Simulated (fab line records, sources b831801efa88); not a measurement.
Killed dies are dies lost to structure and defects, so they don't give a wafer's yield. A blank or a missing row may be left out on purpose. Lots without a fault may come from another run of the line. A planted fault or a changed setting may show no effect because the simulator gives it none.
One fault seen from 2 desks | flow gf180mcu | each desk has only its own numbers; what lay behind them comes last

THE METROLOGY DESK
What the gauges read, lot by lot, whatever tool the lot ran on: means of the sampled wafers that have a number. A lot is out of limits, marked OUT, if its mean lies more than 4 standard deviations from the usual mean; the brackets give that distance.
Columns: A = V5_OVL at GF_V5_OVL_MEAS_15, usual 2 nm; B = V5_W_RS at GF_V5_RS_MEAS_24, usual 0.328 ohm/sq; C = V5_W_THK at GF_V5_THK_MEAS_25, usual 358 nm
lot  | first seen here | A  | B     | C
L728 | day 28 21:48    | 1  | 0.328 | 359
L732 | day 30 11:07    | 0  | 0.324 | 364
L734 | day 30 20:20    | 7  | 0.329 | 357
L741 | day 32 15:35    | -6 | 0.330 | 357
L743 | day 33 02:47    | 6  | 0.328 | 360
L745 | day 33 19:28    | 13 | 0.323 | 364
This desk's finding: nothing out of limits on any of the 6 lots.

THE TOOL OWNER'S DESK: pvd_sputter-02
The tool's own readings at GF_TOP_METAL_SPUTTER_00 (material Ti, target thk 37.5 nm, time 150 s): means of the sampled wafers that have a number, for each lot that ran on this tool. A lot is out of limits, marked OUT, if its mean lies more than 4 standard deviations from the usual mean; the brackets give that distance.
Columns: A = cathode_dc_power_W at GF_TOP_METAL_SPUTTER_00, usual 4000.0 W; B = chamber_pressure_pa at GF_TOP_METAL_SPUTTER_00, usual 2.000 Pa; C = throttle_valve_pct at GF_TOP_METAL_SPUTTER_00, usual 29.7 %
lot  | first seen here | A                        | B     | C
L728 | day 28 23:38    | 3999.8                   | 2.001 | 31.0
L732 | day 30 12:31    | 4245.6 (+99 or more) OUT | 2.003 | 30.6
L734 | day 30 21:47    | 4245.8 (+99 or more) OUT | 1.999 | 30.2
L745 | day 33 20:52    | 3999.8                   | 1.999 | 29.5
This desk's finding: out of limits on L732, L734; first on L732, day 30 12:31 (cathode_dc_power_W at GF_TOP_METAL_SPUTTER_00). In limits: L728, L745.

PUT TOGETHER
The tool owner's desk could have raised an alarm at day 30 12:31, on L732, L734.
The metrology desk saw nothing out of limits.
The metrology desk has L732, L734 on record, within its limits.
Of the lots named, all ran GF_TOP_METAL_SPUTTER_00 on pvd_sputter-02.

WHAT THE SIMULATOR HAD PUT IN
Process parameter drift: pvd_sputter-02, from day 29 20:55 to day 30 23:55, at GF_TOP_METAL_SPUTTER_00. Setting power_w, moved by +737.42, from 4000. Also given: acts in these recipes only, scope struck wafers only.
Lots struck among those shown: L732, L734.
Hours from the fault's start to each desk's first reading out of limits: the tool owner's desk, 16.
